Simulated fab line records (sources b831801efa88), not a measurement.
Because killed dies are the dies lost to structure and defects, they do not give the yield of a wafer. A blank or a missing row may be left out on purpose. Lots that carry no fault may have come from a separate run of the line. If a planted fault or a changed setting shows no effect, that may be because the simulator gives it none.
Comparing a struck lot with a sound one :: flow sky130 :: 16 out of 708 route steps
Sound: wafers L109.2, L109.4, L109.5. Wafers struck: L120.1, L120.4, L120.5. The cause is named last.
Each step with rows lists, per side, the tool, then ch with its chambers, then its first start. Under that, the readings that differ: sound wafers :: struck wafers :: difference of the means :: sigmas: that difference in standard deviations of wafers without a fault.
alike: a reading whose means differ by less than 2 such deviations, as well as words and numbers matching on both sides. not compared: withheld readings; readings where some wafer has no value; bounds like >300 that might hide an equal value; numbers whose values overlap and for which the record gives no deviation.
Wherever a step has rows on one side only, a row that says differs or no value, or a row with sigmas, the two part there. When numbers do not overlap yet have no deviation, they are printed without sigmas and do not part them. A reading that every wafer of one side lacks parts them only if that side has two wafers or more.

first, 3 steps without rows for these wafers: SKY_METAL1_EXPOSE_12 (exposes mask MM1, target cd 140 nm); SKY_METAL1_PEB_13; SKY_METAL1_DEVELOP_14 (develop time 60 s).
SKY_METAL1_CD_MEAS_15: the cd target is 140 nm.
  struck on cd_sem-01, day 36 05:31; sound on cd_sem-01, day 32 14:35
  alike: cd_nm
SKY_METAL1_OVL_MEAS_16:
  struck on overlay-02, day 36 05:38; sound on overlay-02, day 32 14:42
  alike: METAL1_OVL
SKY_METAL1_DESCUM_17: chemistry O2, time 8 s.
  sound on rie_metal-01 ch 1, day 32 14:44; struck on rie_metal-01 ch 0, day 36 05:41
reading: drypump_motor_current_A (A)
sound: 5.3 5.3 5.3
struck: 6.4 6.4 6.4
difference: +1.1
sigmas: +2
  alike: oes_product_au
  not compared: rf_hours_counter_h
SKY_METAL1_ETCH_18: etches BARC in N2/H2, stops on SiO2, time 45.9 s, target depth 60 nm.
  sound on rie_metal-01 ch 1, day 32 14:46; struck on rie_metal-01 ch 0, day 36 05:44
reading: drypump_motor_current_A (A)
sound: 5.3 5.3 5.3
struck: 6.4 6.4 6.4
difference: +1.1
sigmas: +2
  alike: oes_product_au, throttle_valve_pct
  not compared: rf_hours_counter_h
SKY_METAL1_METAL_ETCH_19: etches the open film in Cl2/BCl3, stops on SiO2, target depth 360 nm, time 78 s.
  sound on rie_metal-01 ch 1, day 32 14:49; struck on rie_metal-01 ch 0, day 36 05:52
reading: drypump_motor_current_A (A)
sound: 5.3 5.3 5.3
struck: 6.4 6.4 6.4
difference: +1.1
sigmas: +2
  alike: mfc_cl2_sccm, oes_product_au, throttle_valve_pct
  not compared: rf_hours_counter_h
SKY_METAL1_STRIP_20: strips in O2/N2.
  sound on plasma_asher-02 ch 1, day 32 14:55; struck on plasma_asher-02 ch 0,1, day 36 06:03
  alike: drypump_motor_current_A, oes_product_au, strip_time_to_endpoint_s
  not compared: rf_hours_counter_h
then, 3 steps without rows for these wafers: SKY_METAL1_STRIP_21 (strips in post etch residue remover, time 1200 s); SKY_METAL1_CLEAN_22 (cleans in IPA, time 180 s); SKY_METAL1_CLEAN_23 (cleans in O3/DIW).
SKY_VIA1_HDPCVD_00: deposits SiO2, target thk 1030 nm, time 171.7 s.
  sound on hdpcvd-01 ch 0,1, day 32 15:30; struck on hdpcvd-02 ch 1,2, day 36 06:38
reading: run_length_s (s)
sound: 199.6 199.7 199.7
struck: 182.6 182.4 181.1
difference: -17.6
sigmas: -34

reading: model.SiO2_of_VIA1_HDPCVD_00.thk_nm (nm)
sound: 1036 1038 1028
struck: 923.6 926.1 917
difference: -111.8
sigmas: 
  alike: pressure_mtorr
SKY_VIA1_THK_MEAS_01:
  struck on film_metro-03, day 36 06:45; sound on film_metro-02, day 32 15:38
reading: VIA1_HDPCVD_THK (nm)
sound: 1037 1039 1029
struck: 923 926 917
difference: -113
sigmas: -8
SKY_VIA1_CMP_02: polishes SiO2.
  sound on cmp-01 ch 0,1,2, day 32 15:59; struck on cmp-01 ch 1,2, day 36 06:49
  alike: edge_zone_pressure_frac, motor_current_A
-- the record jumps here: 12 days lie between the struck wafers' starts before and after (it left off in module VIA1 and takes up again in module PAD_OPEN, whose first step shown is number 708 of the route) --
SKY_PAD_OPEN_PROBE_99:
  struck on prober-01, day 48 08:36; sound on prober-02, day 45 13:23
  alike: defect_limited_yield, killed_at_M0_to_M3, killed_at_M4_up, killed_at_contacts, killed_at_front_end, killed_at_other, killed_dies, killed_on_rim, killed_open, killed_short, sort_bin_3_pad_short, sort_bin_5_function, sort_bin_6_memory, sort_bin_8_speed, sort_n_pass, sort_yield_pct

== WHERE THEY PART ==
First at SKY_METAL1_DESCUM_17; last, within this record, at SKY_VIA1_THK_MEAS_01. Later steps at which nothing parts them and some readings are alike: SKY_VIA1_CMP_02, SKY_PAD_OPEN_PROBE_99.

WHY: the cause the simulator had injected
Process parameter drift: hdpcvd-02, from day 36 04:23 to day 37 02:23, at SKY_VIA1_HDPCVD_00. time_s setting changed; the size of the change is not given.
